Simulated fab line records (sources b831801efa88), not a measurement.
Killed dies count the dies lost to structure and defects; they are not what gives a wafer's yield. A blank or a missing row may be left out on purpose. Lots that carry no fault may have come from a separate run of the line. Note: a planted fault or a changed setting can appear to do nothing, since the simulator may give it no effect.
Problem report in the 8D (eight disciplines) form, filled by code ; flow sky130 ; the parts of the form that need people (team, actions taken, sign-off) are left out

1. WHAT WENT WRONG
run_length_s at SKY_VIA4_SOFTBAKE_07 reads a mean of 96.43 s on 4 wafers of 2 lots; wafers without a fault read 89.29 s with a standard deviation of 0.2. Measured from the usual mean, that is +36 standard deviations.
The step: time 60 s.
The first sign was on wafer L357.2 at day 45 19:55, on litho_track-01. The record has a number at this step for 36 wafers belonging to 12 lots. The rule behind "out" and "out of limits": a value lying over 4 standard deviations away from the usual mean. All remaining wafers that have a number are taken as sound.

2. WHAT IT IS, WHAT IT ISN'T
question;is;is not
which readings at this step;run_length_s;plate_temp_C
which lots;L357, L358;L351, L353, L362, L364, L365, L366, L367, L369, L373, L374
which wafers of those lots;L357.2, L357.6, L358.2, L358.3;L357.1, L358.5
read on which tools;litho_track-01;litho_track-02, litho_track-03
when;from day 45 19:55;"up to then (7 sound wafers); but 25 sound wafers of L358, L362, L364, L365, L366, L367, L369, L373, L374 came after"

3. THE SUSPECTS, EACH WITH WHAT RULES IT OUT
Counting: any tool at a process step up to the reading remains a suspect provided it ran every lot that is out. Sound lots after the first of them don't rule it out here, since some wafers of a struck lot are sound.
- rie_diel-01 at SKY_METAL4_ETCH_17 (etches SiO2 in C4F8/O2/Ar, stops on TiN, time 3.9 s, target depth 15 nm): kept. It processed each lot that is out (first: L357, day 45 06:20); up to then, its last sound lot is L353 (day 43 23:07).
- litho_track-01 at SKY_VIA4_SOFTBAKE_07 (time 60 s): kept. It processed each lot that is out (first: L357, day 45 19:55); up to then, its last sound lot is L353 (day 44 11:28). Out on those wafers are its own readings of run_length_s.
Remaining after the count are rie_diel-01 at SKY_METAL4_ETCH_17 and litho_track-01 at SKY_VIA4_SOFTBAKE_07.

4. THE CAUSE (what the simulator had put in)
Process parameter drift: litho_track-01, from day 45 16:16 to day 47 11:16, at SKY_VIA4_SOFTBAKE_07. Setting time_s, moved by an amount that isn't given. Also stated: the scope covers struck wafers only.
This tool is one of the 2 suspects left after counting.

5. SEQUENCE OF EFFECTS, ordered by route
Rows list readings where the struck wafers' mean (over those with a number) sits beyond 3 standard deviations from the usual. Scope: only readings with a usual standard deviation given in the record; hours: median across lots of the time from each lot's start at the first step in this table that gives one to its start at this step; sigmas: change in usual standard deviations.
hours;step;reading;usual;on struck wafers;change;sigmas
0;SKY_VIA4_SOFTBAKE_07;run_length_s;89.29 s;96.43;+7.14;+36
Its process steps:
- SKY_VIA4_SOFTBAKE_07: time 60 s.

6. WHAT WOULD HAVE CAUGHT IT SOONER
The fault began at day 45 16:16; the first out-of-limits reading in this record came at day 45 19:55, 4 hours later.
